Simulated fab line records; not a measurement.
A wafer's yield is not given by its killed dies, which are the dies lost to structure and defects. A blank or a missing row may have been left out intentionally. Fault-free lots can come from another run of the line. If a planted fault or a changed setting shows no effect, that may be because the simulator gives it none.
Comparing a struck lot with a sound one / flow sky130 / 15 out of 708 route steps
Sound: the wafers L438.2, L438.5, L438.6. The struck wafers were L451.1, L451.4, L451.6. The cause is given at the end.
Each step with rows lists, per side, the tool, then ch with its chambers, then its first start. Under that, the readings that differ: sound wafers / struck wafers / difference of the means / sigmas: that difference in standard deviations of wafers without a fault.
alike: same words and numbers on both sides, and readings whose means sit less than 2 such deviations apart. not compared: any withheld reading, any reading some wafer has no value for, any bound like >300 that may hide the same value, and any number with overlapping values for which the record gives no deviation.
The two part at a step that has a row with sigmas, a row that says differs or no value, or rows on one side only. Numbers that have no deviation but don't overlap get no sigmas and don't part them. A reading that every wafer of one side lacks parts them only if that side has two wafers or more.

SKY_LDD_HVP_STRIP_09: strips in O2/N2.
  sound on plasma asher-02 ch 0,1, day 24 04:46; struck on plasma asher-04 ch 0,1, day 28 11:34
  alike: drypump motor current A, oes product au, strip time to endpoint s
  not compared: rf hours counter h
SKY_LDD_HVP_TW_MEAS_10:
  struck on film metro-04, day 28 11:40; sound on film metro-04, day 24 04:52
  alike: LDD_HVP_TW
then, 7 steps without rows for these wafers: SKY_LDD_LDN_DEHYDRATE_00 (time 60 s); SKY_LDD_LDN_HMDS_01 (prime time 60 s); SKY_LDD_LDN_COAT_02 (resist thk 1140 nm); SKY_LDD_LDN_SOFTBAKE_03 (time 60 s); SKY_LDD_LDN_EXPOSE_04 (exposes mask LDNTM, target cd 700 nm); SKY_LDD_LDN_PEB_05; SKY_LDD_LDN_DEVELOP_06 (develop time 60 s).
SKY_LDD_LDN_OVL_MEAS_07:
  struck on overlay-01, day 29 15:34; sound on overlay-02, day 25 09:47
  alike: LDD_LDN_OVL
then, 2 steps without rows for these wafers: SKY_LDD_LDN_IMPLANT_08; SKY_LDD_LDN_IMPLANT_09.
SKY_LDD_LDN_IMPLANT_10:
  sound on implanter-02 ch 0, day 25 10:08; struck on implanter-03 ch 0, day 29 15:54
reading=dose ions cm2; sound=1.2499e+13 1.2497e+13 1.2502e+13; struck=7.578e+12 7.573e+12 7.58e+12; difference=-4.922e+12; sigmas=-99 or more
reading=faraday current uA; sound=74.7 69.3 69.9; struck=43.5 43.3 44.8; difference=-27.4; sigmas=-18
  alike: beam on s
next, for these wafers, 1 step has no rows: SKY_LDD_LDN_IMPLANT_11.
-- a jump in the record: the struck wafers' starts before and after are 21 days apart (it breaks off in module LDD_LDN and resumes in module PAD_OPEN, where the first step shown is number 708 of the route) --
SKY_PAD_OPEN_PROBE_99:
  struck on prober-02, day 50 05:33; sound on prober-01, day 47 10:27
reading=model.etest.tip sonos.rs ohm sq; sound=2625 2713 2654; struck=2777 2801 2788; difference=+125; sigmas=
  alike: killed_at_M0_to_M3, killed_at_M4_up, killed at contacts, killed at front end, killed at other, killed dies, killed open, killed short

WHERE THEY PART
Only at SKY_LDD_LDN_IMPLANT_10, as far as this record shows. Later steps at which nothing parts them and some readings are alike: SKY_PAD_OPEN_PROBE_99.

WHY: the cause the simulator had injected
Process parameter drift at SKY_LDD_LDN_IMPLANT_10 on implanter-03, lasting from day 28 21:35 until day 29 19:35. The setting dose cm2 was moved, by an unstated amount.
